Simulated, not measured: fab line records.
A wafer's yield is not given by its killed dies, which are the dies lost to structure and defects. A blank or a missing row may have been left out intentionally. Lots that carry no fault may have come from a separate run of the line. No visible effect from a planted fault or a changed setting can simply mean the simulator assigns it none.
Check of tool commonality    flow gf180mcu    Sampled: 11 lots, 33 wafers

## REASON IT WAS OPENED
Flagged at GF_TOP_METAL_CD_MEAS_14: reading cd-nm, on 2 of 11 lots. Wafers without a fault read 440.1 nm, standard deviation 2.3.
Rule: flag the lot when none of its wafers has a number, or when each of its wafers that has one lies beyond 4 standard deviations from that mean. As for the other lots, they are considered sound.

lot   measured      on         cd-nm (nm), wafer by wafer  flag
L450  day 28 00:16  cd-sem-01  439.5 441.9 442.5           
L451  day 28 08:36  cd-sem-02  444.7 440.6 441.8           
L453  day 29 00:09  cd-sem-01  444.1 444.7 441.4           
L459  day 30 16:07  cd-sem-02  471.0 471.7 473.5           FLAGGED
L460  day 31 02:47  cd-sem-01  465.8 465.8 466.1           FLAGGED
L465  day 32 07:16  cd-sem-01  437.9 437.8 436.7           
L467  day 32 18:13  cd-sem-01  440.1 441.9 442.7           
L468  day 33 05:51  cd-sem-02  438.8 441.9 437.7           
L471  day 33 18:01  cd-sem-01  439.0 438.3 437.6           
L472  day 33 23:37  cd-sem-01  441.4 440.5 439.4           
L473  day 34 05:36  cd-sem-01  440.6 441.6 439.5           
The mean of the flagged lots' numbers is 469.0 nm, +28.9 nm from the usual (+13 standard deviations).

## TOOL THAT RAN EACH LOT
3 process steps preceding the reading are held in the record, out of 602 steps in the route. Cell contents, in order: the tool; ch with the chambers the sampled wafers went through; the start.
lot   flag     GF_V4_CMP_26                   GF_MIM_SPUTTER_09             GF_TOP_METAL_COAT_09
L450           cmp-02 ch 0,1,3, day 24 08:28  pvd-sputter-01, day 24 09:00  litho-track-04 ch 0, day 27 14:20
L451           cmp-02 ch 1,2,3, day 24 17:17  pvd-sputter-03, day 24 17:52  litho-track-04 ch 0, day 27 22:49
L453           cmp-02 ch 1,2,3, day 25 10:28  pvd-sputter-01, day 25 11:03  litho-track-02 ch 0, day 28 14:34
L459  FLAGGED  cmp-02 ch 0,1,3, day 27 07:25  pvd-sputter-03, day 27 08:05  litho-track-02 ch 0, day 30 07:34
L460  FLAGGED  cmp-01 ch 0,2, day 27 18:19    pvd-sputter-01, day 27 18:56  litho-track-02 ch 0, day 30 17:07
L465           cmp-01 ch 0,2,3, day 29 04:25  pvd-sputter-02, day 29 05:02  litho-track-04 ch 0, day 31 23:31
L467           cmp-02 ch 1,3, day 29 15:58    pvd-sputter-02, day 29 16:36  litho-track-03 ch 0, day 32 10:00
L468           cmp-02 ch 0,3, day 30 06:10    pvd-sputter-02, day 30 06:51  litho-track-04 ch 0, day 32 21:22
L471           cmp-01 ch 0,1,2, day 30 22:22  pvd-sputter-03, day 30 23:03  litho-track-02 ch 0, day 33 11:04
L472           cmp-02 ch 0,1,3, day 31 03:41  pvd-sputter-02, day 31 04:22  litho-track-03 ch 0, day 33 15:42
L473           cmp-02 ch 1,2, day 31 09:29    pvd-sputter-03, day 31 10:10  litho-track-04 ch 0, day 33 22:31
These steps, and what they do:
- GF_V4_CMP_26: polishes, stops on SiO2, t overpolish 15 s, target thk 0 nm.
- GF_MIM_SPUTTER_09: material TiN, target thk 35 nm, time 29.2 s.
- GF_TOP_METAL_COAT_09: resist thk 1500 nm.
- GF_TOP_METAL_CD_MEAS_14: target cd 440 nm.

## FLAGGED OVER TOTAL, TOOL BY TOOL (the gauges that took the reading come last)
step                     tool            lots run  flagged  share of the flagged lots  sound lots run after its first flagged lot
GF_V4_CMP_26             cmp-01          3         1        some                       2 (L465,L471)
GF_V4_CMP_26             cmp-02          8         1        some                       4 (L467,L468,L472,L473)
GF_MIM_SPUTTER_09        pvd-sputter-01  3         1        some                       0
GF_MIM_SPUTTER_09        pvd-sputter-02  4         0        none                       -
GF_MIM_SPUTTER_09        pvd-sputter-03  4         1        some                       2 (L471,L473)
GF_TOP_METAL_COAT_09     litho-track-02  4         2        all                        1 (L471)
GF_TOP_METAL_COAT_09     litho-track-03  2         0        none                       -
GF_TOP_METAL_COAT_09     litho-track-04  5         0        none                       -
GF_TOP_METAL_CD_MEAS_14  cd-sem-01       8         1        some                       5 (L465,L467,L471,L472,L473)
GF_TOP_METAL_CD_MEAS_14  cd-sem-02       3         1        some                       1 (L468)

## THE TABLE: WHAT IT ALLOWS
All flagged lots share 1 row of the table, namely litho-track-02 at GF_TOP_METAL_COAT_09.
- litho-track-02 at GF_TOP_METAL_COAT_09 ran 4 lots, 2 of them flagged. After the first flagged lot (L471), sound lots still ran on it; a lasting fault on the whole tool would not permit that.
No row of the table ran every flagged lot and no sound lot after the first.

## WHAT THE SIMULATOR HAD PUT IN
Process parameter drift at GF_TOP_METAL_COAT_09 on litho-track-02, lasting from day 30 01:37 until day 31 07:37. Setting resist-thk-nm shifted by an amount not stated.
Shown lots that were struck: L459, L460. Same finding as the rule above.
